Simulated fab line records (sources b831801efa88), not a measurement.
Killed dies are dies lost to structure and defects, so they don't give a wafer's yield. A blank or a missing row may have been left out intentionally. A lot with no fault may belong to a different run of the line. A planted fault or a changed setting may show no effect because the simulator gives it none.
Problem report in the 8D (eight disciplines) form, filled by code	flow sky130	the parts of the form that need people (team, actions taken, sign-off) are left out

1. WHAT IS WRONG
Mean of chamber-pressure-mTorr at SKY_METAL4_METAL_ETCH_18: 12.001 mTorr across 6 wafers in 2 lots; on wafers with no fault it is 10.001 mTorr (standard deviation 0.0094). So: +99 or more standard deviations from the usual mean.
The step: etches the open film in Cl2/BCl3, stops on SiO2, target depth 845 nm, time 183.1 s.
Seen first at day 46 22:44 on rie-metal-02, wafer L422.2. At this step, 36 wafers from 12 lots have a number in the record. Rule for "out", or "out of limits": more than 4 standard deviations from the usual mean. Any other wafer with a number is counted as sound.

2. WHAT THIS IS AND IS NOT
question	is	is not
which readings at this step	chamber-pressure-mTorr	drypump-motor-current-A, throttle-valve-pct
which lots	L422, L423	L404, L407, L408, L410, L411, L412, L413, L414, L416, L418
which wafers of those lots	all that have a number	-
read on which tools	rie-metal-02	rie-metal-01, rie-metal-04
when	from day 46 22:44	up to then (30 sound wafers)

3. THE SUSPECTS, EACH WITH WHAT RULES IT OUT
Counting: any tool at a process step up to the reading is kept as a suspect provided that every lot that is out went through it and no sound lot did after the first of them.
- cvd-w-02 at SKY_VIA3_CVD_21 (deposits W, target thk 390 nm, time 117.31 s): kept. It processed each lot that is out, first L422 at day 45 02:26, and no sound lot thereafter; up to then, the last sound lot it processed was L414 at day 43 02:42.
- rie-metal-02 at SKY_METAL4_METAL_ETCH_18 (etches the open film in Cl2/BCl3, stops on SiO2, target depth 845 nm, time 183.1 s): kept. It processed each lot that is out, first L422 at day 46 22:44, and no sound lot thereafter; up to then, the last sound lot it processed was L418 at day 46 20:54. Its own readings are out on those wafers: chamber-pressure-mTorr.
Left after counting: cvd-w-02 at SKY_VIA3_CVD_21, rie-metal-02 at SKY_METAL4_METAL_ETCH_18.

4. THE CAUSE (what the simulator had put in)
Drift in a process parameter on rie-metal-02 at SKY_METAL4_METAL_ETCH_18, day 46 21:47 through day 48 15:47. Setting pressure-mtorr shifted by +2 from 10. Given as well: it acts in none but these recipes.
Counting left 2 suspects, and this tool is among them.

5. THE EFFECT CHAIN, in route order
One row per reading whose mean, taken over the struck wafers that have a number, lies over 3 standard deviations from the usual. Only readings for which the record gives a usual standard deviation are gone through. hours: the time from each lot's start at the first step in this table that gives one to its start at this step, as a median over the lots. sigmas: the change in usual standard deviations.
hours	step	reading	usual	on struck wafers	change	sigmas
0	SKY_METAL4_METAL_ETCH_18	chamber-pressure-mTorr	10.001 mTorr	12.001	+2.000	+99 or more
Its process steps:
- SKY_METAL4_METAL_ETCH_18: etches the open film in Cl2/BCl3, stops on SiO2, target depth 845 nm, time 183.1 s.

6. HOW IT WOULD HAVE BEEN CAUGHT EARLIER
In this record the first reading out of limits was taken at day 46 22:44, 1 hour after the fault began at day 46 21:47.
